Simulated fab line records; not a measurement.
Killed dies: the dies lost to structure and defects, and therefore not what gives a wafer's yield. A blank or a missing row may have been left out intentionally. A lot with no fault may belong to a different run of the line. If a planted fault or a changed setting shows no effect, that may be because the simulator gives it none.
fab line records :: flow gf180mcu
record
  lots=14
  wafers=42
  lastDay=34
route steps=602 shown CONTACT@310 M2@363
lots that met no fault: from a run of the same line without faults
startH: hours from the record's first day to the start of the lot's first wafer shown :: waitH: hours elapsed since this lot's preceding step :: " as in the row above :: L1.1+2: a row that stands for several wafers :: - no value, or no start given :: * or withheld: withheld :: < > ~ a bound
route shown NAME@n: a module of which the file shows steps, and the number in the route of the first :: usual: mean and standard deviation over wafers with no fault :: same: alike in all rows :: chamber/n: place in a boat :: sites: per-site readings :: _std_site: their standard deviation :: _edge_site: mean of outer sites minus mean of inner sites :: radiusMm: how far each site lies from the wafer's centre :: mask NAME#n: copy n :: behind: the last tool/chamber to shape the wafer :: hold: reason for holding the lot/hours on hold/outcome of the hold :: device: which transistor (n, p or np) failed to switch :: end of line: tests of these same wafers at the route's end :: a step without rows: its recipe alone :: killed: at the first sort, the dies lost to defects and structure; wafer yield is something else :: map: dies across one wafer; x = killed, . = not, _ = none there
set.NAME: the setting as run; set.NAME@STEP: as run at that earlier step :: model.NAME: the simulator's own value behind a step, which no gauge read
steps of the route over a sample of lots; a table a step, a row a wafer
services: the hour from which a tool's chamber was out of use, counted from the record's first day as startH (under 0 if before that day), plus the number of hours and why
## steps
# step GF_CONTACT_SPUTTER_23
# recipe
  material=TiN
  targetThkNm=10
  chamberPressurePa=5
  powerW=4000
  timeS=40
# usual
  throttleValvePct=29.8/1.3
lot.wafer: L227.2
tool: pvdSputter-01
chamber: -
startH: 369.61
waitH: 0.0
throttleValvePct: 28.6

lot.wafer: L227.4
tool: pvdSputter-01
chamber: -
startH: 369.61
waitH: 0.0
throttleValvePct: 32.2

lot.wafer: L227.6
tool: pvdSputter-01
chamber: -
startH: 369.61
waitH: 0.0
throttleValvePct: 32.1

lot.wafer: L228.3
tool: pvdSputter-03
chamber: -
startH: 371.81
waitH: 0.0
throttleValvePct: 31.9

lot.wafer: L228.4
tool: pvdSputter-03
chamber: -
startH: 371.81
waitH: 0.0
throttleValvePct: 29.8

lot.wafer: L228.5
tool: pvdSputter-03
chamber: -
startH: 371.81
waitH: 0.0
throttleValvePct: 30.1

lot.wafer: L229.1
tool: pvdSputter-01
chamber: -
startH: 379.73
waitH: 0.0
throttleValvePct: 27.8

lot.wafer: L229.2
tool: pvdSputter-01
chamber: -
startH: 379.73
waitH: 0.0
throttleValvePct: 32.1

lot.wafer: L229.3
tool: pvdSputter-01
chamber: -
startH: 379.73
waitH: 0.0
throttleValvePct: 29.7

lot.wafer: L230.1
tool: pvdSputter-01
chamber: -
startH: 390.42
waitH: 0.0
throttleValvePct: 27.7

lot.wafer: L230.4
tool: pvdSputter-01
chamber: -
startH: 390.42
waitH: 0.0
throttleValvePct: 32.0

lot.wafer: L230.6
tool: pvdSputter-01
chamber: -
startH: 390.42
waitH: 0.0
throttleValvePct: 28.5

lot.wafer: L234.1
tool: pvdSputter-01
chamber: -
startH: 422.08
waitH: 0.0
throttleValvePct: 29.4

lot.wafer: L234.3
tool: pvdSputter-01
chamber: -
startH: 422.08
waitH: 0.0
throttleValvePct: 31.7

lot.wafer: L234.4
tool: pvdSputter-01
chamber: -
startH: 422.08
waitH: 0.0
throttleValvePct: 29.1

lot.wafer: L233.1
tool: pvdSputter-02
chamber: -
startH: 424.61
waitH: 0.0
throttleValvePct: 29.0

lot.wafer: L233.2
tool: pvdSputter-02
chamber: -
startH: 424.61
waitH: 0.0
throttleValvePct: 30.2

lot.wafer: L233.3
tool: pvdSputter-02
chamber: -
startH: 424.61
waitH: 0.0
throttleValvePct: 28.1

lot.wafer: L235.2
tool: pvdSputter-03
chamber: -
startH: 427.71
waitH: 0.0
throttleValvePct: 30.1

lot.wafer: L235.3
tool: pvdSputter-03
chamber: -
startH: 427.71
waitH: 0.0
throttleValvePct: 29.5

lot.wafer: L235.5
tool: pvdSputter-03
chamber: -
startH: 427.71
waitH: 0.0
throttleValvePct: 29.4

lot.wafer: L236.1
tool: pvdSputter-01
chamber: -
startH: 441.83
waitH: 0.0
throttleValvePct: 31.9

lot.wafer: L236.3
tool: pvdSputter-01
chamber: -
startH: 441.83
waitH: 0.0
throttleValvePct: 29.4

lot.wafer: L236.5
tool: pvdSputter-01
chamber: -
startH: 441.83
waitH: 0.0
throttleValvePct: 32.0

lot.wafer: L244.2
tool: pvdSputter-01
chamber: -
startH: 508.18
waitH: 0.0
throttleValvePct: 29.6

lot.wafer: L244.4
tool: pvdSputter-01
chamber: -
startH: 508.18
waitH: 0.0
throttleValvePct: 27.9

lot.wafer: L244.6
tool: pvdSputter-01
chamber: -
startH: 508.18
waitH: 0.0
throttleValvePct: 32.0

lot.wafer: L245.2
tool: pvdSputter-02
chamber: -
startH: 519.67
waitH: 0.0
throttleValvePct: 28.6

lot.wafer: L245.5
tool: pvdSputter-02
chamber: -
startH: 519.67
waitH: 0.0
throttleValvePct: 30.4

lot.wafer: L245.6
tool: pvdSputter-02
chamber: -
startH: 519.67
waitH: 0.0
throttleValvePct: 30.0

lot.wafer: L246.4
tool: pvdSputter-02
chamber: -
startH: 526.25
waitH: 0.0
throttleValvePct: 30.7

lot.wafer: L246.5
tool: pvdSputter-02
chamber: -
startH: 526.25
waitH: 0.0
throttleValvePct: 30.6

lot.wafer: L246.6
tool: pvdSputter-02
chamber: -
startH: 526.25
waitH: 0.0
throttleValvePct: 28.5

lot.wafer: L247.1
tool: pvdSputter-02
chamber: -
startH: 531.36
waitH: 0.0
throttleValvePct: 30.7

lot.wafer: L247.5
tool: pvdSputter-02
chamber: -
startH: 531.36
waitH: 0.0
throttleValvePct: 30.8

lot.wafer: L247.6
tool: pvdSputter-02
chamber: -
startH: 531.36
waitH: 0.0
throttleValvePct: 28.6

lot.wafer: L248.1
tool: pvdSputter-02
chamber: -
startH: 539.72
waitH: 0.0
throttleValvePct: 30.7

lot.wafer: L248.2
tool: pvdSputter-02
chamber: -
startH: 539.72
waitH: 0.0
throttleValvePct: 30.2

lot.wafer: L248.4
tool: pvdSputter-02
chamber: -
startH: 539.72
waitH: 0.0
throttleValvePct: 29.1

lot.wafer: L249.2
tool: pvdSputter-03
chamber: -
startH: 548.25
waitH: 0.0
throttleValvePct: 29.4

lot.wafer: L249.5
tool: pvdSputter-03
chamber: -
startH: 548.25
waitH: 0.0
throttleValvePct: 30.1

lot.wafer: L249.6
tool: pvdSputter-03
chamber: -
startH: 548.25
waitH: 0.0
throttleValvePct: 30.0
# step GF_M2_SPUTTER_01
# recipe
  material=TiN
  targetThkNm=30
  powerW=6500
  timeS=25
  chamberPressurePa=0.4
# usual
  throttleValvePct=29.9/1
lot.wafer: L227.2
tool: pvdSputter-03
chamber: -
startH: 418.38
waitH: 0.1
throttleValvePct: 31.7

lot.wafer: L227.4
tool: pvdSputter-03
chamber: -
startH: 418.38
waitH: 0.1
throttleValvePct: 29.3

lot.wafer: L227.6
tool: pvdSputter-03
chamber: -
startH: 418.38
waitH: 0.1
throttleValvePct: 30.0

lot.wafer: L228.3
tool: pvdSputter-02
chamber: -
startH: 419.65
waitH: 0.1
throttleValvePct: 29.1

lot.wafer: L228.4
tool: pvdSputter-02
chamber: -
startH: 419.65
waitH: 0.1
throttleValvePct: 30.8

lot.wafer: L228.5
tool: pvdSputter-02
chamber: -
startH: 419.65
waitH: 0.1
throttleValvePct: 28.3

lot.wafer: L229.1
tool: pvdSputter-02
chamber: -
startH: 428.90
waitH: 0.1
throttleValvePct: 29.0

lot.wafer: L229.2
tool: pvdSputter-02
chamber: -
startH: 428.90
waitH: 0.1
throttleValvePct: 28.3

lot.wafer: L229.3
tool: pvdSputter-02
chamber: -
startH: 428.90
waitH: 0.1
throttleValvePct: 30.3

lot.wafer: L230.1
tool: pvdSputter-04
chamber: -
startH: 439.72
waitH: 0.1
throttleValvePct: 30.4

lot.wafer: L230.4
tool: pvdSputter-04
chamber: -
startH: 439.72
waitH: 0.1
throttleValvePct: 31.7

lot.wafer: L230.6
tool: pvdSputter-04
chamber: -
startH: 439.72
waitH: 0.1
throttleValvePct: 29.2

lot.wafer: L234.1
tool: pvdSputter-03
chamber: -
startH: 473.74
waitH: 0.1
throttleValvePct: 30.0

lot.wafer: L234.3
tool: pvdSputter-03
chamber: -
startH: 473.74
waitH: 0.1
throttleValvePct: 29.5

lot.wafer: L234.4
tool: pvdSputter-03
chamber: -
startH: 473.74
waitH: 0.1
throttleValvePct: 29.5

lot.wafer: L233.1
tool: pvdSputter-02
chamber: -
startH: 476.40
waitH: 0.1
throttleValvePct: 31.0

lot.wafer: L233.2
tool: pvdSputter-02
chamber: -
startH: 476.40
waitH: 0.1
throttleValvePct: 28.9

lot.wafer: L233.3
tool: pvdSputter-02
chamber: -
startH: 476.40
waitH: 0.1
throttleValvePct: 28.4

lot.wafer: L235.2
tool: pvdSputter-04
chamber: -
startH: 478.79
waitH: 0.1
throttleValvePct: 29.2

lot.wafer: L235.3
tool: pvdSputter-04
chamber: -
startH: 478.79
waitH: 0.1
throttleValvePct: 31.1

lot.wafer: L235.5
tool: pvdSputter-04
chamber: -
startH: 478.79
waitH: 0.1
throttleValvePct: 31.7

lot.wafer: L236.1
tool: pvdSputter-04
chamber: -
startH: 494.01
waitH: 0.1
throttleValvePct: 29.4

lot.wafer: L236.3
tool: pvdSputter-04
chamber: -
startH: 494.01
waitH: 0.1
throttleValvePct: 31.0

lot.wafer: L236.5
tool: pvdSputter-04
chamber: -
startH: 494.01
waitH: 0.1
throttleValvePct: 31.7

lot.wafer: L244.2
tool: pvdSputter-02
chamber: -
startH: 556.79
waitH: 0.1
throttleValvePct: 30.8

lot.wafer: L244.4
tool: pvdSputter-02
chamber: -
startH: 556.79
waitH: 0.1
throttleValvePct: 28.9

lot.wafer: L244.6
tool: pvdSputter-02
chamber: -
startH: 556.79
waitH: 0.1
throttleValvePct: 30.0

lot.wafer: L245.2
tool: pvdSputter-04
chamber: -
startH: 568.68
waitH: 0.1
throttleValvePct: 31.9

lot.wafer: L245.5
tool: pvdSputter-04
chamber: -
startH: 568.68
waitH: 0.1
throttleValvePct: 31.1

lot.wafer: L245.6
tool: pvdSputter-04
chamber: -
startH: 568.68
waitH: 0.1
throttleValvePct: 29.0

lot.wafer: L246.4
tool: pvdSputter-03
chamber: -
startH: 574.93
waitH: 0.1
throttleValvePct: 29.9

lot.wafer: L246.5
tool: pvdSputter-03
chamber: -
startH: 574.93
waitH: 0.1
throttleValvePct: 29.4

lot.wafer: L246.6
tool: pvdSputter-03
chamber: -
startH: 574.93
waitH: 0.1
throttleValvePct: 29.9

lot.wafer: L247.1
tool: pvdSputter-02
chamber: -
startH: 579.59
waitH: 0.1
throttleValvePct: 31.1

lot.wafer: L247.5
tool: pvdSputter-02
chamber: -
startH: 579.59
waitH: 0.1
throttleValvePct: 30.3

lot.wafer: L247.6
tool: pvdSputter-02
chamber: -
startH: 579.59
waitH: 0.1
throttleValvePct: 28.7

lot.wafer: L248.1
tool: pvdSputter-03
chamber: -
startH: 588.18
waitH: 0.1
throttleValvePct: 31.8

lot.wafer: L248.2
tool: pvdSputter-03
chamber: -
startH: 588.18
waitH: 0.1
throttleValvePct: 29.9

lot.wafer: L248.4
tool: pvdSputter-03
chamber: -
startH: 588.18
waitH: 0.1
throttleValvePct: 29.2

lot.wafer: L249.2
tool: pvdSputter-03
chamber: -
startH: 596.05
waitH: 0.1
throttleValvePct: 29.4

lot.wafer: L249.5
tool: pvdSputter-03
chamber: -
startH: 596.05
waitH: 0.1
throttleValvePct: 29.9

lot.wafer: L249.6
tool: pvdSputter-03
chamber: -
startH: 596.05
waitH: 0.1
throttleValvePct: 30.0
# step GF_M2_EXPOSE_11
# recipe
  maskId=Metal2
  targetCdNm=280
  na=0.68
  sourceShape=conventional
  sigmaOuter=0.6
  doseMj=28
# usual
  exposureDoseMJCm2=27.956/0.028
  focusOffsetNm=0.1/0.52
  reticleTempC=22.97/0.085
lot.wafer: L227.2
tool: krfScanner-02
chamber: 0
startH: 430.33
waitH: -
mask: Metal2#0
exposureDoseMJCm2: 27.991
focusOffsetNm: -1.2
reticleTempC: 23.06

lot.wafer: L227.4
tool: krfScanner-02
chamber: 0
startH: 430.33
waitH: -
mask: Metal2#0
exposureDoseMJCm2: 27.949
focusOffsetNm: -0.7
reticleTempC: 23.20

lot.wafer: L227.6
tool: krfScanner-02
chamber: 0
startH: 430.33
waitH: -
mask: Metal2#0
exposureDoseMJCm2: 27.964
focusOffsetNm: -0.6
reticleTempC: 23.09

lot.wafer: L228.3
tool: krfScanner-02
chamber: 0
startH: 432.07
waitH: -
mask: Metal2#0
exposureDoseMJCm2: 27.964
focusOffsetNm: 0.3
reticleTempC: 22.97

lot.wafer: L228.4
tool: krfScanner-02
chamber: 0
startH: 432.07
waitH: -
mask: Metal2#0
exposureDoseMJCm2: 27.914
focusOffsetNm: 0.3
reticleTempC: 23.03

lot.wafer: L228.5
tool: krfScanner-02
chamber: 0
startH: 432.07
waitH: -
mask: Metal2#0
exposureDoseMJCm2: 27.928
focusOffsetNm: 0.6
reticleTempC: 22.81

lot.wafer: L229.1
tool: krfScanner-01
chamber: 0
startH: 440.71
waitH: -
mask: Metal2#0
exposureDoseMJCm2: 27.936
focusOffsetNm: 0.7
reticleTempC: 23.03

lot.wafer: L229.2
tool: krfScanner-01
chamber: 0
startH: 440.71
waitH: -
mask: Metal2#0
exposureDoseMJCm2: 27.962
focusOffsetNm: 0.0
reticleTempC: 22.81

lot.wafer: L229.3
tool: krfScanner-01
chamber: 0
startH: 440.71
waitH: -
mask: Metal2#0
exposureDoseMJCm2: 27.964
focusOffsetNm: 0.2
reticleTempC: 22.96

lot.wafer: L230.1
tool: krfScanner-02
chamber: 0
startH: 452.36
waitH: -
mask: Metal2#0
exposureDoseMJCm2: 27.929
focusOffsetNm: 0.3
reticleTempC: 23.03

lot.wafer: L230.4
tool: krfScanner-02
chamber: 0
startH: 452.36
waitH: -
mask: Metal2#0
exposureDoseMJCm2: 27.957
focusOffsetNm: 0.4
reticleTempC: 22.98

lot.wafer: L230.6
tool: krfScanner-02
chamber: 0
startH: 452.36
waitH: -
mask: Metal2#0
exposureDoseMJCm2: 27.920
focusOffsetNm: 0.5
reticleTempC: 23.09

lot.wafer: L234.1
tool: krfScanner-02
chamber: 0
startH: 485.73
waitH: -
mask: Metal2#0
exposureDoseMJCm2: 27.933
focusOffsetNm: 0.6
reticleTempC: 22.96

lot.wafer: L234.3
tool: krfScanner-02
chamber: 0
startH: 485.73
waitH: -
mask: Metal2#0
exposureDoseMJCm2: 27.874
focusOffsetNm: 0.0
reticleTempC: 22.93

lot.wafer: L234.4
tool: krfScanner-02
chamber: 0
startH: 485.73
waitH: -
mask: Metal2#0
exposureDoseMJCm2: 27.925
focusOffsetNm: 0.1
reticleTempC: 22.97

lot.wafer: L233.1
tool: krfScanner-01
chamber: -
startH: 488.31
waitH: -
mask: Metal2#0
exposureDoseMJCm2: -
focusOffsetNm: -
reticleTempC: -

lot.wafer: L233.2
tool: krfScanner-01
chamber: -
startH: 488.31
waitH: -
mask: Metal2#0
exposureDoseMJCm2: -
focusOffsetNm: -
reticleTempC: -

lot.wafer: L233.3
tool: krfScanner-01
chamber: -
startH: 488.31
waitH: -
mask: Metal2#0
exposureDoseMJCm2: -
focusOffsetNm: -
reticleTempC: -

lot.wafer: L235.2
tool: krfScanner-01
chamber: -
startH: 490.69
waitH: -
mask: Metal2#0
exposureDoseMJCm2: -
focusOffsetNm: -
reticleTempC: -

lot.wafer: L235.3
tool: krfScanner-01
chamber: -
startH: 490.69
waitH: -
mask: Metal2#0
exposureDoseMJCm2: -
focusOffsetNm: -
reticleTempC: -

lot.wafer: L235.5
tool: krfScanner-01
chamber: -
startH: 490.69
waitH: -
mask: Metal2#0
exposureDoseMJCm2: -
focusOffsetNm: -
reticleTempC: -

lot.wafer: L236.1
tool: krfScanner-02
chamber: 0
startH: 505.94
waitH: -
mask: Metal2#0
exposureDoseMJCm2: 28.006
focusOffsetNm: -0.7
reticleTempC: 23.09

lot.wafer: L236.3
tool: krfScanner-02
chamber: 0
startH: 505.94
waitH: -
mask: Metal2#0
exposureDoseMJCm2: 28.004
focusOffsetNm: -0.1
reticleTempC: 23.05

lot.wafer: L236.5
tool: krfScanner-02
chamber: 0
startH: 505.94
waitH: -
mask: Metal2#0
exposureDoseMJCm2: 27.993
focusOffsetNm: 0.3
reticleTempC: 23.03

lot.wafer: L244.2
tool: krfScanner-02
chamber: 0
startH: 567.99
waitH: -
mask: Metal2#0
exposureDoseMJCm2: 27.987
focusOffsetNm: -0.2
reticleTempC: 22.96

lot.wafer: L244.4
tool: krfScanner-02
chamber: 0
startH: 567.99
waitH: -
mask: Metal2#0
exposureDoseMJCm2: 27.963
focusOffsetNm: 0.8
reticleTempC: 22.79

lot.wafer: L244.6
tool: krfScanner-02
chamber: 0
startH: 567.99
waitH: -
mask: Metal2#0
exposureDoseMJCm2: 27.982
focusOffsetNm: 0.2
reticleTempC: 22.83

lot.wafer: L245.2
tool: krfScanner-02
chamber: 0
startH: 579.60
waitH: -
mask: Metal2#0
exposureDoseMJCm2: 27.964
focusOffsetNm: 0.8
reticleTempC: 22.91

lot.wafer: L245.5
tool: krfScanner-02
chamber: 0
startH: 579.60
waitH: -
mask: Metal2#0
exposureDoseMJCm2: 27.953
focusOffsetNm: -0.1
reticleTempC: 22.91

lot.wafer: L245.6
tool: krfScanner-02
chamber: 0
startH: 579.60
waitH: -
mask: Metal2#0
exposureDoseMJCm2: 27.920
focusOffsetNm: 0.9
reticleTempC: 22.91

lot.wafer: L246.4
tool: krfScanner-02
chamber: 0
startH: 585.44
waitH: -
mask: Metal2#0
exposureDoseMJCm2: 27.983
focusOffsetNm: 1.2
reticleTempC: 23.05

lot.wafer: L246.5
tool: krfScanner-02
chamber: 0
startH: 585.44
waitH: -
mask: Metal2#0
exposureDoseMJCm2: 27.974
focusOffsetNm: 0.1
reticleTempC: 23.06

lot.wafer: L246.6
tool: krfScanner-02
chamber: 0
startH: 585.44
waitH: -
mask: Metal2#0
exposureDoseMJCm2: 27.947
focusOffsetNm: -0.1
reticleTempC: 23.14

lot.wafer: L247.1
tool: krfScanner-01
chamber: 0
startH: 590.06
waitH: -
mask: Metal2#0
exposureDoseMJCm2: 27.951
focusOffsetNm: 0.1
reticleTempC: 22.95

lot.wafer: L247.5
tool: krfScanner-01
chamber: 0
startH: 590.06
waitH: -
mask: Metal2#0
exposureDoseMJCm2: 27.977
focusOffsetNm: -0.4
reticleTempC: 23.02

lot.wafer: L247.6
tool: krfScanner-01
chamber: 0
startH: 590.06
waitH: -
mask: Metal2#0
exposureDoseMJCm2: 27.958
focusOffsetNm: -0.1
reticleTempC: 23.05

lot.wafer: L248.1
tool: krfScanner-01
chamber: 0
startH: 598.82
waitH: -
mask: Metal2#0
exposureDoseMJCm2: 27.944
focusOffsetNm: 0.3
reticleTempC: 22.86

lot.wafer: L248.2
tool: krfScanner-01
chamber: 0
startH: 598.82
waitH: -
mask: Metal2#0
exposureDoseMJCm2: 27.978
focusOffsetNm: -0.6
reticleTempC: 22.90

lot.wafer: L248.4
tool: krfScanner-01
chamber: 0
startH: 598.82
waitH: -
mask: Metal2#0
exposureDoseMJCm2: 27.909
focusOffsetNm: -0.3
reticleTempC: 22.94

lot.wafer: L249.2
tool: krfScanner-02
chamber: 0
startH: 606.57
waitH: -
mask: Metal2#0
exposureDoseMJCm2: 27.961
focusOffsetNm: -0.4
reticleTempC: 22.93

lot.wafer: L249.5
tool: krfScanner-02
chamber: 0
startH: 606.57
waitH: -
mask: Metal2#0
exposureDoseMJCm2: 27.945
focusOffsetNm: 0.6
reticleTempC: 22.99

lot.wafer: L249.6
tool: krfScanner-02
chamber: 0
startH: 606.57
waitH: -
mask: Metal2#0
exposureDoseMJCm2: 27.945
focusOffsetNm: 0.2
reticleTempC: 22.92
# step GF_M2_CD_MEAS_14
# recipe
  targetCdNm=280
# usual
  cdNm=279.7/1.1
lot.wafer: L227.2
tool: cdSem-01
chamber: -
startH: 441.60
waitH: 0.1
cdNm: 281.4

lot.wafer: L227.4
tool: cdSem-01
chamber: -
startH: 441.60
waitH: 0.1
cdNm: 280.2

lot.wafer: L227.6
tool: cdSem-01
chamber: -
startH: 441.60
waitH: 0.1
cdNm: 281.1

lot.wafer: L228.3
tool: cdSem-02
chamber: -
startH: 443.37
waitH: 0.1
cdNm: 279.8

lot.wafer: L228.4
tool: cdSem-02
chamber: -
startH: 443.37
waitH: 0.1
cdNm: 279.9

lot.wafer: L228.5
tool: cdSem-02
chamber: -
startH: 443.37
waitH: 0.1
cdNm: 280.3

lot.wafer: L229.1
tool: cdSem-01
chamber: -
startH: 453.23
waitH: 0.1
cdNm: 280.4

lot.wafer: L229.2
tool: cdSem-01
chamber: -
startH: 453.23
waitH: 0.1
cdNm: 280.0

lot.wafer: L229.3
tool: cdSem-01
chamber: -
startH: 453.23
waitH: 0.1
cdNm: 280.0

lot.wafer: L230.1
tool: cdSem-01
chamber: -
startH: 464.42
waitH: 0.1
cdNm: 280.0

lot.wafer: L230.4
tool: cdSem-01
chamber: -
startH: 464.42
waitH: 0.1
cdNm: 279.5

lot.wafer: L230.6
tool: cdSem-01
chamber: -
startH: 464.42
waitH: 0.1
cdNm: 280.9

lot.wafer: L234.1
tool: cdSem-02
chamber: -
startH: 497.68
waitH: 0.1
cdNm: 278.5

lot.wafer: L234.3
tool: cdSem-02
chamber: -
startH: 497.68
waitH: 0.1
cdNm: 279.2

lot.wafer: L234.4
tool: cdSem-02
chamber: -
startH: 497.68
waitH: 0.1
cdNm: 279.3

lot.wafer: L233.1
tool: cdSem-02
chamber: -
startH: 500.33
waitH: 0.1
cdNm: -

lot.wafer: L233.2
tool: cdSem-02
chamber: -
startH: 500.33
waitH: 0.1
cdNm: -

lot.wafer: L233.3
tool: cdSem-02
chamber: -
startH: 500.33
waitH: 0.1
cdNm: -

lot.wafer: L235.2
tool: cdSem-02
chamber: -
startH: 502.70
waitH: 0.1
cdNm: -

lot.wafer: L235.3
tool: cdSem-02
chamber: -
startH: 502.70
waitH: 0.1
cdNm: -

lot.wafer: L235.5
tool: cdSem-02
chamber: -
startH: 502.70
waitH: 0.1
cdNm: -

lot.wafer: L236.1
tool: cdSem-02
chamber: -
startH: 517.63
waitH: 0.1
cdNm: 278.0

lot.wafer: L236.3
tool: cdSem-02
chamber: -
startH: 517.63
waitH: 0.1
cdNm: 278.8

lot.wafer: L236.5
tool: cdSem-02
chamber: -
startH: 517.63
waitH: 0.1
cdNm: 277.8

lot.wafer: L244.2
tool: cdSem-01
chamber: -
startH: 578.94
waitH: 0.1
cdNm: 279.5

lot.wafer: L244.4
tool: cdSem-01
chamber: -
startH: 578.94
waitH: 0.1
cdNm: 280.9

lot.wafer: L244.6
tool: cdSem-01
chamber: -
startH: 578.94
waitH: 0.1
cdNm: 281.3

lot.wafer: L245.2
tool: cdSem-01
chamber: -
startH: 589.64
waitH: 0.1
cdNm: 280.2

lot.wafer: L245.5
tool: cdSem-01
chamber: -
startH: 589.64
waitH: 0.1
cdNm: 278.6

lot.wafer: L245.6
tool: cdSem-01
chamber: -
startH: 589.64
waitH: 0.1
cdNm: 280.9

lot.wafer: L246.4
tool: cdSem-01
chamber: -
startH: 596.79
waitH: 0.1
cdNm: 281.0

lot.wafer: L246.5
tool: cdSem-01
chamber: -
startH: 596.79
waitH: 0.1
cdNm: 282.1

lot.wafer: L246.6
tool: cdSem-01
chamber: -
startH: 596.79
waitH: 0.1
cdNm: 281.0

lot.wafer: L247.1
tool: cdSem-02
chamber: -
startH: 600.33
waitH: 0.1
cdNm: 280.3

lot.wafer: L247.5
tool: cdSem-02
chamber: -
startH: 600.33
waitH: 0.1
cdNm: 280.0

lot.wafer: L247.6
tool: cdSem-02
chamber: -
startH: 600.33
waitH: 0.1
cdNm: 279.9

lot.wafer: L248.1
tool: cdSem-01
chamber: -
startH: 608.87
waitH: 0.1
cdNm: 278.5

lot.wafer: L248.2
tool: cdSem-01
chamber: -
startH: 608.87
waitH: 0.1
cdNm: 277.9

lot.wafer: L248.4
tool: cdSem-01
chamber: -
startH: 608.87
waitH: 0.1
cdNm: 278.3

lot.wafer: L249.2
tool: cdSem-02
chamber: -
startH: 616.60
waitH: 0.1
cdNm: 279.8

lot.wafer: L249.5
tool: cdSem-02
chamber: -
startH: 616.60
waitH: 0.1
cdNm: 279.5

lot.wafer: L249.6
tool: cdSem-02
chamber: -
startH: 616.60
waitH: 0.1
cdNm: 280.5
## services
tool: krfScanner-01
chamber: -
startH: 348.56
hours: 1.0
kind: pm

tool: krfScanner-01
chamber: -
startH: 355.49
hours: 0.7
kind: repair

tool: krfScanner-01
chamber: -
startH: 370.78
hours: 1.3
kind: pm

tool: pvdSputter-03
chamber: -
startH: 372.91
hours: 10.0
kind: repair

tool: krfScanner-01
chamber: -
startH: 380.10
hours: 0.8
kind: pm

tool: krfScanner-01
chamber: -
startH: 387.14
hours: 0.6
kind: repair

tool: pvdSputter-04
chamber: -
startH: 405.41
hours: 18.8
kind: repair

tool: krfScanner-01
chamber: -
startH: 408.91
hours: 3.6
kind: pm

tool: pvdSputter-04
chamber: -
startH: 409.96
hours: 3.4
kind: repair

tool: krfScanner-02
chamber: -
startH: 440.57
hours: 1.0
kind: pm

tool: pvdSputter-03
chamber: -
startH: 455.09
hours: 2.2
kind: repair

tool: krfScanner-02
chamber: -
startH: 463.05
hours: 0.8
kind: pm

tool: pvdSputter-01
chamber: -
startH: 467.28
hours: 1.6
kind: repair

tool: krfScanner-01
chamber: -
startH: 469.98
hours: 4.4
kind: pm

tool: krfScanner-02
chamber: -
startH: 474.35
hours: 3.6
kind: pm

tool: krfScanner-02
chamber: -
startH: 479.32
hours: 0.5
kind: repair

tool: krfScanner-01
chamber: -
startH: 507.74
hours: 1.0
kind: pm

tool: krfScanner-02
chamber: -
startH: 508.74
hours: 1.3
kind: pm

tool: krfScanner-02
chamber: -
startH: 540.12
hours: 4.4
kind: pm

tool: krfScanner-02
chamber: -
startH: 544.52
hours: 3.0
kind: pm

tool: krfScanner-01
chamber: -
startH: 547.52
hours: 1.3
kind: pm

tool: krfScanner-01
chamber: -
startH: 548.90
hours: 0.8
kind: pm

tool: krfScanner-01
chamber: -
startH: 570.57
hours: 0.2
kind: repair

tool: pvdSputter-01
chamber: -
startH: 598.00
hours: 3.4
kind: repair
## key
firstSign
  step=GF_M2_EXPOSE_11
  reading=toolRecord
  direction=missing
effect none on later readings
metAt GF_M2_EXPOSE_11
struckLots L233,L235
laterRowsLeftOut L233.1,L233.2,L233.3,L235.2,L235.3,L235.5
sortLeftOut L233.1,L233.2,L233.3,L235.2,L235.3,L235.5
notActingAt GF_CONTACT_SPUTTER_23,GF_M2_SPUTTER_01,GF_M2_CD_MEAS_14
onsetBetween 440.71 488.31
fault
  kind=skippedStepWhole
  tool=krfScanner-01
  chamber=-
  onsetH=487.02
  steps=GF_M2_EXPOSE_11
  scope=struckLotsOnly
# sortLeftOut: the simulated sort isn't trusted on such a fault, so these wafers' sort isn't shown, and their yield isn't known
# laterRowsLeftOut: the simulator's readings of these wafers behind a module that went badly wrong aren't trusted and aren't shown, but for the sort
